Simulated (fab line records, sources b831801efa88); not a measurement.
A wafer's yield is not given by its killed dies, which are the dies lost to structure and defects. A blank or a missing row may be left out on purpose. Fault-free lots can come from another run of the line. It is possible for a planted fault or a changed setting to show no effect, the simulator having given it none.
Matching of chambers    flow sky130    SKY_VIA1_ETCH_15 on rieDiel-02 has 4 sister chambers
The step etches SiO2 in C4F8/O2/Ar, stops on TiN, target depth 351 nm, time 54 s. 14 wafers are shown with their chamber, then 7 later ones without.

## WAFERS, EACH WITH ITS CHAMBER
wafer   chamber  oesProductAu (a.u.)
L295.1  3        0.981
L295.5  2        0.984
L295.6  3        0.978
L300.2  3        0.976
L300.3  0        0.978
L300.5  0        0.985
L302.4  2        0.989
L302.5  2        0.975
L302.6  1        0.979
L303.1  0        0.985
L303.4  3        0.985
L303.5  1        0.981
L314.2  0        0.985
L314.4  2        0.986

SIGNATURES (averages over the wafers above)
reading       chamber 0  chamber 1  chamber 2  chamber 3  scatter within a chamber
oesProductAu  0.98325    0.98000    0.98350    0.98000    0.0044
Rule: a wafer lies at a distance from a chamber equal to the root of the sum of squares, over the readings, of (its reading less the chamber's mean, divided by the reading's scatter). The wafer belongs to the nearest chamber; if the next one is less than 2 further off, it can't be placed. The scatter: take each reading less its chamber's mean, square it, sum over the shown wafers, divide by the number of wafers less the number of chambers, and take the root.

## WAFERS WHOSE CHAMBER IS MISSING
wafer   oesProductAu (a.u.)
L314.6  0.987
L315.4  0.979
L315.5  0.979
L315.6  0.976
L318.1  0.990
L318.2  0.983
L318.6  0.979

## THE CHAMBER EACH PASSED THROUGH
wafer   from the rows above                in truth
L314.6  can't be placed: 2 or 0 or 1 or 3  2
L315.4  can't be placed: 1 or 3 or 0 or 2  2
L315.5  can't be placed: 1 or 3 or 0 or 2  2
L315.6  can't be placed: 1 or 3 or 0 or 2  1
L318.1  can't be placed: 2 or 0 or 1 or 3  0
L318.2  can't be placed: 0 or 2 or 1 or 3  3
L318.6  can't be placed: 1 or 3 or 0 or 2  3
Correct placement for 0 of the 7. Unplaceable from these rows: 7, with the true chamber sitting among the candidates in 7. Number placed wrongly: 0.
